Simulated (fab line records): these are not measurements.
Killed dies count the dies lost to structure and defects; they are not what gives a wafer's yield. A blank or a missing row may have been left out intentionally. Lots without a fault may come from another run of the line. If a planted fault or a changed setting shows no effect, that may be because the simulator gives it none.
fab line records | flow sky130
record: lots: 6 wafers: 18 last-day: 50
route steps=708 shown METAL1@436 PAD_OPEN@708
lots with no fault: from the same line, run without faults
start-h: hours from the record's first day to the start of the lot's first wafer shown | wait-h: hours from the lot's prior step to this one | " same as the row above | L1.1+2: several wafers, shown together as one row | - no value, or no start was given | * or withheld: withheld | < > ~ a bound
route shown NAME@n: names a module that has steps shown in the file, with the first one's number in the route | usual: average and standard deviation across the fault-free wafers | same: alike in all rows | chamber/n: place in a boat | sites: readings site by site | _std_site: their standard deviation | _edge_site: mean of outer sites minus mean of inner sites | radius-mm: how far each site lies from the wafer's centre | mask NAME#n: copy n | behind: the last tool/chamber to shape the wafer | hold: what put the lot on hold/how long, in hours/how the hold closed | device: the n, p or np transistor that did not switch | end of line: the tests these same wafers got at the end of their route | step lacking rows: just its recipe | killed: dies lost to structure and defects at the first sort, not the wafer's yield | map: shows each die of a wafer: x if killed, . if not, _ if none is there
set.NAME: setting as actually run; set.NAME@STEP: the setting as run at that earlier step | model.NAME: the simulator's own value behind a step, which no gauge read
certain route steps with their lots: each step a table, each wafer a row
services: a tool's chamber out of use, with start hour (start-h, from the record's first day; less than 0 if before it), hours out, and reason
== steps ==
step: SKY_METAL1_SPUTTER_02
recipe: material: AlCu target-thk-nm: 250 power-w: 10600 time-s: 13.3 chamber-pressure-pa: 0.4
usual: throttle-valve-pct: 30.0/1.1
same: time-s: 13.3
columns lot.wafer tool chamber start-h wait-h throttle-valve-pct
L661.2 pvd-sputter-02 - 747.12 0.0 29.3
L661.4 " - " " 31.2
L661.5 " - " " 29.5
L662.1 pvd-sputter-01 - 748.83 0.0 29.3
L662.3 " - " " 28.1
L662.4 " - " " 29.4
L669.1 pvd-sputter-01 - 806.98 0.0 29.4
L669.4 " - " " 28.2
L669.5 " - " " 31.5
L672.1 pvd-sputter-04 - 830.90 0.0 30.2
L672.2 " - " " 29.0
L672.4 " - " " 30.5
L682.1 pvd-sputter-01 - 905.30 0.0 29.2
L682.3 " - " " 29.2
L682.5 " - " " 28.1
L684.3 pvd-sputter-01 - 918.96 0.0 29.8
L684.4 " - " " 28.3
L684.5 " - " " 29.5
step: SKY_METAL1_SPUTTER_03
recipe: material: Ti target-thk-nm: 5 power-w: 3000 time-s: 3.3 chamber-pressure-pa: 0.4
usual: throttle-valve-pct: 30.0/1.1
same: time-s: 3.3
columns lot.wafer tool chamber start-h wait-h throttle-valve-pct
L661.2 pvd-sputter-02 - 747.14 0.0 29.8
L661.4 " - " " 31.4
L661.5 " - " " 29.6
L662.1 pvd-sputter-01 - 748.86 0.0 29.3
L662.3 " - " " 28.2
L662.4 " - " " 29.2
L669.1 pvd-sputter-01 - 807.00 0.0 29.3
L669.4 " - " " 27.9
L669.5 " - " " 31.6
L672.1 pvd-sputter-04 - 830.92 0.0 30.5
L672.2 " - " " 29.2
L672.4 " - " " 30.4
L682.1 pvd-sputter-01 - 905.32 0.0 29.3
L682.3 " - " " 29.2
L682.5 " - " " 28.4
L684.3 pvd-sputter-01 - 918.98 0.0 29.2
L684.4 " - " " 28.4
L684.5 " - " " 29.1
step: SKY_METAL1_SPUTTER_04
recipe: material: TiN target-thk-nm: 70 power-w: 6500 time-s: 58.3 chamber-pressure-pa: 0.4
usual: throttle-valve-pct: 30.0/1.1
same: time-s: 58.3
columns lot.wafer tool chamber start-h wait-h throttle-valve-pct
L661.2 pvd-sputter-02 - 747.16 0.0 29.6
L661.4 " - " " 31.4
L661.5 " - " " 29.2
L662.1 pvd-sputter-01 - 748.88 0.0 29.5
L662.3 " - " " 28.4
L662.4 " - " " 29.4
L669.1 pvd-sputter-01 - 807.02 0.0 29.4
L669.4 " - " " 28.5
L669.5 " - " " 31.5
L672.1 pvd-sputter-04 - 830.94 0.0 30.3
L672.2 " - " " 29.3
L672.4 " - " " 30.4
L682.1 pvd-sputter-01 - 905.34 0.0 29.2
L682.3 " - " " 29.4
L682.5 " - " " 28.3
L684.3 pvd-sputter-01 - 919.00 0.0 29.4
L684.4 " - " " 28.1
L684.5 " - " " 29.5
step: SKY_METAL1_RS_MEAS_05
recipe: thk-meas-gauge: four-point-probe reads: TiN_of_METAL1_SPUTTER_04+Ti_of_METAL1_SPUTTER_03+AlCu_of_METAL1_SPUTTER_02+TiN_of_METAL1_SPUTTER_01+Ti_of_METAL1_SPUTTER_00
usual: METAL1_ALCU_RS: 0.1263/0.0015
columns lot.wafer tool chamber start-h wait-h METAL1_ALCU_RS[ohm/sq]
L661.2 film-metro-04 - 747.23 0.0 0.1285
L661.4 " - " " 0.1290
L661.5 " - " " 0.1278
L662.1 film-metro-03 - 748.92 0.0 0.1262
L662.3 " - " " 0.1267
L662.4 " - " " 0.1256
L669.1 film-metro-04 - 807.07 0.0 0.1243
L669.4 " - " " 0.1257
L669.5 " - " " 0.1258
L672.1 film-metro-03 - 831.03 0.1 0.1272
L672.2 " - " " 0.1275
L672.4 " - " " 0.1268
L682.1 film-metro-04 - 905.39 0.0 0.1264
L682.3 " - " " 0.1275
L682.5 " - " " 0.1270
L684.3 film-metro-04 - 919.09 0.1 0.1263
L684.4 " - " " 0.1250
L684.5 " - " " 0.1260
step: SKY_METAL1_THK_MEAS_06
recipe: thk-meas-gauge: xrf reads: AlCu_of_METAL1_SPUTTER_02
usual: METAL1_ALCU_THK: 251.7/2.9
columns lot.wafer tool chamber start-h wait-h METAL1_ALCU_THK[nm]
L661.2 film-metro-04 - 747.34 0.1 249.5
L661.4 " - " " 246.1
L661.5 " - " " 249.7
L662.1 film-metro-03 - 749.04 0.1 249.8
L662.3 " - " " 249.6
L662.4 " - " " 252.0
L669.1 film-metro-04 - 807.19 0.1 255.7
L669.4 " - " " 254.9
L669.5 " - " " 253.0
L672.1 film-metro-03 - 831.15 0.1 248.2
L672.2 " - " " 247.6
L672.4 " - " " 247.9
L682.1 film-metro-04 - 905.51 0.1 251.2
L682.3 " - " " 250.5
L682.5 " - " " 250.0
L684.3 film-metro-04 - 919.19 0.1 252.1
L684.4 " - " " 255.2
L684.5 " - " " 253.7
step: SKY_METAL1_DEHYDRATE_07
recipe: temp-c: 200 time-s: 60
step: SKY_METAL1_HMDS_08
recipe: prime-time-s: 60 prime-temp-c: 120
step: SKY_METAL1_COAT_09
recipe: resist: BARC temp-c: withheld time-s: withheld spin-rpm: 3000 resist-thk-nm: 60
step: SKY_METAL1_COAT_10
recipe: resist: KrF-thick spin-rpm: 3000 resist-thk-nm: 450
step: SKY_METAL1_SOFTBAKE_11
recipe: temp-c: 100 time-s: 90 resist: KrF-thick
step: SKY_METAL1_EXPOSE_12
recipe: mask-id: MM1 na: 0.8 source-shape: annular sigma-inner: 0.55 sigma-outer: 0.85 target-cd-nm: 140 dose-mj: 28
step: SKY_METAL1_PEB_13
recipe: peb-temp-c: withheld peb-time-s: withheld resist: KrF-thick
step: SKY_METAL1_DEVELOP_14
recipe: develop-time-s: 60 resist: KrF-thick dev-temp-c: 21.54
columns lot.wafer tool chamber start-h wait-h model.METAL1.cd-nm
L661.2 litho-track-01 0 774 - 139.5
L661.4 " 0 " " 138.1
L661.5 " 0 775 - 139.7
L662.1 litho-track-01 0 776 - 138.8
L662.3 " 0 " " 137.8
L662.4 " 0 " " 139
L669.1 litho-track-01 0 833 - 136.4
L669.4 " 0 " " 135.8
L669.5 " 0 " " 136.7
L672.1 litho-track-01 0 857 - 135.5
L672.2 " 0 " " 136.4
L672.4 " 0 " " 138.1
L682.1 litho-track-02 0 930 - 140.1
L682.3 " 0 " " 141
L682.5 " 0 " " 142.4
L684.3 litho-track-04 0 943 - 139.9
L684.4 " 0 " " 140.5
L684.5 " 0 " " 141.6
step: SKY_METAL1_CD_MEAS_15
recipe: target-cd-nm: 140
usual: cd-nm: 140.1/1.9
columns lot.wafer tool chamber start-h wait-h cd-nm
L661.2 cd-sem-02 - 775.16 - 139.2
L661.4 " - " " 138.0
L661.5 " - " " 139.7
L662.1 cd-sem-01 - 776.66 - 138.5
L662.3 " - " " 137.7
L662.4 " - " " 139.0
L669.1 cd-sem-02 - 833.31 - 136.2
L669.4 " - " " 135.8
L669.5 " - " " 136.6
L672.1 cd-sem-01 - 857.56 - 135.3
L672.2 " - " " 136.2
L672.4 " - " " 138.1
L682.1 cd-sem-01 - 930.66 - 140.1
L682.3 " - " " 140.7
L682.5 " - " " 142.5
L684.3 cd-sem-01 - 944.04 - 139.9
L684.4 " - " " 140.5
L684.5 " - " " 141.9
step: SKY_METAL1_OVL_MEAS_16
usual: METAL1_OVL: -2/5.1
columns lot.wafer tool chamber start-h wait-h METAL1_OVL[nm]
L661.2 overlay-01 - 775.26 0.1 -1
L661.4 " - " " -5
L661.5 " - " " 4
L662.1 overlay-02 - 776.78 0.1 -3
L662.3 " - " " 0
L662.4 " - " " -2
L669.1 overlay-01 - 833.43 0.1 -5
L669.4 " - " " -10
L669.5 " - " " -6
L672.1 overlay-01 - 857.68 0.1 -13
L672.2 " - " " -9
L672.4 " - " " -9
L682.1 overlay-02 - 930.78 0.1 -5
L682.3 " - " " -8
L682.5 " - " " -6
L684.3 overlay-01 - 944.13 0.1 -1
L684.4 " - " " -6
L684.5 " - " " -2
step: SKY_METAL1_DESCUM_17
recipe: chemistry: O2 source-power-w: 150 bias-power-w: 0 pressure-mtorr: 10 temp-c: 40 time-s: 8
usual: drypump-motor-current-A: 5.88/0.28 oes-product-au: 1.001/0.014
same: time-s: 8
columns lot.wafer tool chamber start-h wait-h drypump-motor-current-A oes-product-au rf-hours-counter-h
L661.2 rie-metal-04 1 775.29 0.0 5.60 1.003 4
L661.4 " 0 " " 6.10 0.982 -
L661.5 " 0 " " 6.10 0.976 -
L662.1 rie-metal-02 0 776.82 0.0 5.40 0.998 4
L662.3 " 0 " " 5.41 0.997 -
L662.4 " 1 " " 6.14 1.000 -
L669.1 rie-metal-03 1 833.47 0.0 6.11 1.009 14
L669.4 " 1 " " 6.11 1.014 -
L669.5 " 0 " " 5.68 1.011 -
L672.1 rie-metal-03 1 857.72 0.0 6.13 1.006 16
L672.2 " 1 " " 6.16 1.005 -
L672.4 " 1 " " 6.14 1.016 -
L682.1 rie-metal-02 1 930.82 0.0 6.13 1.011 6
L682.3 " 1 " " 6.11 1.000 -
L682.5 " 1 " " 6.14 1.004 -
L684.3 rie-metal-02 1 944.17 0.0 6.13 0.991 -
L684.4 " 0 " " 5.40 1.001 -
L684.5 " 1 " " 6.15 0.995 -
step: SKY_METAL1_ETCH_18
recipe: chemistry: N2/H2 target: BARC ion-energy-ev: 200 bias-w: 100 pressure-mtorr: 30 n2-flow-sccm: 100 h2-flow-sccm: 200 icp-w: 500 stop-on: SiO2 time-s: 45.9 target-depth-a: 600
step: SKY_METAL1_METAL_ETCH_19
recipe: target-depth-a: 3600 stop-on: SiO2 over-etch-frac: 0.3 time-s: 78 chemistry: Cl2/BCl3 resist-sidewall-deg: 88 pressure-mtorr: 10 icp-w: 900 bias-w: 48.5 Cl2_flow_sccm: 60 bcl3-flow-sccm: 30
usual: bcl3-flow-sccm: 29.99/0.079 drypump-motor-current-A: 5.88/0.28 oes-product-au: 0.856/0.0063 throttle-valve-pct: 22.264/0.01
same: time-s: 78
columns lot.wafer tool chamber start-h wait-h bcl3-flow-sccm drypump-motor-current-A oes-product-au rf-hours-counter-h throttle-valve-pct model.METAL1.cd-nm
L661.2 rie-metal-04 1 775.39 0.0 30.10 5.60 0.847 5 22.249 140.5
L661.4 " 0 " " 29.93 6.13 0.845 - 22.279 138.5
L661.5 " 0 " " 30.07 6.13 0.858 - 22.261 140.9
L662.1 rie-metal-02 0 776.91 0.0 29.89 5.43 0.851 4 22.262 135.8
L662.3 " 0 " " 30.03 5.44 0.860 - 22.279 135.6
L662.4 " 1 " " 30.02 6.20 0.860 - 22.268 140.7
L669.1 rie-metal-03 1 833.56 0.0 29.95 6.11 0.861 14 22.255 134.8
L669.4 " 1 " " 29.95 6.14 0.854 - 22.284 133.6
L669.5 " 0 " " 30.03 5.69 0.856 - 22.264 136.3
L672.1 rie-metal-03 1 857.91 0.1 29.90 6.13 0.855 16 22.259 135.4
L672.2 " 1 " " 29.92 6.09 0.849 - 22.257 135.9
L672.4 " 1 " " 29.83 6.09 0.850 - 22.256 138.4
L682.1 rie-metal-02 1 930.92 0.0 29.96 6.14 0.856 6 22.268 138.9
L682.3 " 1 " " 29.96 6.13 0.855 - 22.264 139.5
L682.5 " 1 " " 30.03 6.16 0.858 - 22.273 141.3
L684.3 rie-metal-02 1 944.28 0.1 29.89 6.16 0.855 - 22.279 140.2
L684.4 " 0 " " 30.10 5.40 0.860 - 22.268 139.6
L684.5 " 1 " " 29.99 6.12 0.856 - 22.267 142.9
step: SKY_METAL1_STRIP_20
recipe: chemistry: O2/N2 power-w: 1400 pressure-mtorr: 1500 platen-temp-c: withheld o2-flow-sccm: 3000 n2-flow-sccm: 300 overash-fraction: 0.5
usual: drypump-motor-current-A: 5.6/0.46 oes-product-au: 0.343/0.005 strip-time-to-endpoint-s: 2.69/0.07
columns lot.wafer tool chamber start-h wait-h drypump-motor-current-A oes-product-au rf-hours-counter-h strip-time-to-endpoint-s
L661.2 plasma-asher-03 0 775.48 0.1 5.6 0.340 93 2.70
L661.4 " 1 " " 5.9 0.349 - 2.82
L661.5 " 1 " " 5.9 0.352 - 2.83
L662.1 plasma-asher-02 0 777.00 0.1 5.9 0.342 36 2.69
L662.3 " 1 " " 4.9 0.338 - 2.67
L662.4 " 0 " " 5.8 0.339 - 2.67
L669.1 plasma-asher-02 1 833.65 0.1 4.9 0.337 42 2.60
L669.4 " 1 " " 4.9 0.347 - 2.59
L669.5 " 0 " " 5.9 0.342 - 2.68
L672.1 plasma-asher-02 0 858.09 0.1 5.8 0.337 45 2.61
L672.2 " 1 " " 4.9 0.339 45 2.60
L672.4 " 1 " " 4.9 0.344 - 2.62
L682.1 plasma-asher-01 0 931.01 0.1 6.3 0.335 84 2.65
L682.3 " 0 " " 6.3 0.349 - 2.71
L682.5 " 1 " " 5.4 0.339 - 2.67
L684.3 plasma-asher-02 0 944.37 0.1 5.8 0.348 - 2.67
L684.4 " 1 " " 4.9 0.345 - 2.68
L684.5 " 1 " " 4.9 0.338 - 2.67
step: SKY_PAD_OPEN_PROBE_99
usual: defect-limited-yield: 82.6/1.9 killed_at_M0_to_M3: 43/5.9 killed_at_M4_up: 2.9/1.5 killed-at-contacts: 24/5 killed-at-front-end: 15/4.8 killed-at-other: 0.2/0.5 killed-dies: 86/9.3 killed-open: 47/7.1 killed-short: 38/6.3 sort_bin_3_pad_short: 0.8/0.42 sort_bin_5_function: 10.2/1.4 sort_bin_6_memory: 6.4/1.1 sort-n-pass: 406/9.3 sort-yield-pct: 82.6/1.9
same: gross-dies: 492 killed-at-back-side: 0 sort_bin_4_leakage[%]: 0 sort_bin_8_speed[%]: 0
columns lot.wafer tool chamber start-h wait-h defect-limited-yield[%] killed_at_M0_to_M3 killed_at_M4_up killed-at-contacts killed-at-front-end killed-at-other killed-dies killed-open killed-short sort_bin_3_pad_short[%] sort_bin_5_function[%] sort_bin_6_memory[%] sort-n-pass sort-yield-pct[%]
L662.1 prober-02 - 1090.37 0.1 80.9 43 2 35 14 0 94 58 36 1.0 12.6 5.5 398 80.9
L662.3 prober-02 - 1090.47 0.2 82.1 44 4 22 18 0 88 44 44 1.0 9.1 7.7 404 82.1
L662.4 prober-02 - 1090.52 0.2 85.6 42 4 13 11 1 71 34 37 0.2 8.9 5.3 421 85.6
L669.1 prober-01 - 1132.12 0.1 82.5 44 3 19 20 0 86 47 39 1.2 10.6 5.7 406 82.5
L669.4 prober-01 - 1132.27 0.2 83.7 45 3 14 18 0 80 41 39 0.8 9.6 5.9 412 83.7
L669.5 prober-01 - 1132.32 0.2 82.3 41 2 24 20 0 87 38 49 0.8 11.2 5.7 405 82.3
killed by level:class
L662.1 CONTACT:geometric-particle:open=14 VIA1:geometric-particle:open=11 VIA3:geometric-particle:open=8 CONTACT:geometric-particle:short=7 POLY_GATE:geometric-particle:short=6 LI_CONTACT:geometric-particle:open=6 METAL1:geometric-particle:short=4 POLY_GATE:geometric-particle:open=3
L662.3 VIA1:geometric-particle:open=9 LI_CONTACT:geometric-particle:open=7 CONTACT:geometric-particle:open=7 POLY_GATE:geometric-particle:open=6 FIELD_ISO:geometric-particle:short=5 VIA1:geometric-particle:short=5 VIA2:geometric-particle:open=5 VIA2:geometric-particle:short=5
L662.4 METAL1:geometric-particle:short=7 METAL2:geometric-particle:short=6 LI_CONTACT:geometric-particle:open=5 VIA1:geometric-particle:open=5 VIA2:geometric-particle:open=5 FIELD_ISO:geometric-particle:short=4 CONTACT:geometric-particle:open=4 METAL3:geometric-particle:short=4
L669.1 VIA1:geometric-particle:open=12 CONTACT:geometric-particle:open=7 VIA3:geometric-particle:open=7 FIELD_ISO:geometric-particle:short=6 VIA2:geometric-particle:open=6 CONTACT:geometric-particle:short=5 POLY_GATE:geometric-particle:open=4 LI_CONTACT:geometric-particle:open=4
L669.4 METAL2:geometric-particle:short=9 VIA1:geometric-particle:open=8 FIELD_ISO:geometric-particle:open=6 VIA1:geometric-particle:short=6 VIA2:geometric-particle:open=6 POLY_GATE:geometric-particle:short=5 LI_CONTACT:geometric-particle:open=5 CONTACT:geometric-particle:open=5
L669.5 FIELD_ISO:geometric-particle:short=8 CONTACT:geometric-particle:open=8 LI_CONTACT:geometric-particle:open=7 METAL2:geometric-particle:short=6 METAL1:geometric-particle:short=5 VIA1:geometric-particle:short=5 VIA2:geometric-particle:short=5 VIA3:geometric-particle:open=5
== services ==
columns tool chamber start-h hours kind
rie-metal-03 0 725.12 - clean
rie-metal-03 0 725.12 15.1 scheduled-down
rie-metal-03 0 725.12 15.1 vent-cycle
plasma-asher-01 - 734.11 4.1 repair
pvd-sputter-02 - 736.23 1.5 repair
rie-metal-03 - 749.07 0.5 repair
plasma-asher-03 - 829.52 4.3 pm
pvd-sputter-01 3 832.13 - consumable-replace:kit
pvd-sputter-01 3 832.13 18.0 scheduled-down
pvd-sputter-01 3 832.13 18.0 vent-cycle
rie-metal-03 0 836.06 42.8 repair
plasma-asher-02 - 838.92 0.4 repair
pvd-sputter-04 - 850.48 5.6 repair
plasma-asher-01 - 853.82 1.0 repair
pvd-sputter-01 - 871.98 6.8 repair
pvd-sputter-02 - 900.91 10.6 repair
rie-metal-03 - 907.84 0.2 repair
rie-metal-03 1 917.17 - clean
rie-metal-03 1 917.17 21.5 scheduled-down
rie-metal-04 - 919.00 0.5 repair
rie-metal-04 0 920.10 4.3 repair
plasma-asher-01 - 920.74 1.3 repair
plasma-asher-02 - 930.86 1.9 repair
plasma-asher-01 - 938.12 5.6 repair
== key ==
first-sign: step: SKY_METAL1_CD_MEAS_15 reading: cd-nm direction: down sigmas: 2 usual: 140.1 struck: 136.4 wafers-moved: 3 through: control-loop
effect none on later readings
model-effect: step: SKY_METAL1_DEVELOP_14 value: METAL1.cd-nm without: 140.4 struck: 136.5
model-effect: step: SKY_METAL1_METAL_ETCH_19 value: METAL1.cd-nm without: 139.6 struck: 135.7
met-at SKY_METAL1_DEVELOP_14
struck-wafers L669.1,L669.4,L669.5,L672.1,L672.2,L672.4
loop-trim: step: SKY_METAL1_EXPOSE_12 setting: dose lots: L672
onset-between 776 833
fault: kind: process-parameter-drift tool: litho-track-01 chamber: - onset-h: 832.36 steps: SKY_METAL1_DEVELOP_14 channel: develop-time-s offset: * shape: step end-h: 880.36 acts-in: * stated: *
loop-trim: a control loop set the setting to another value than it would have without faults
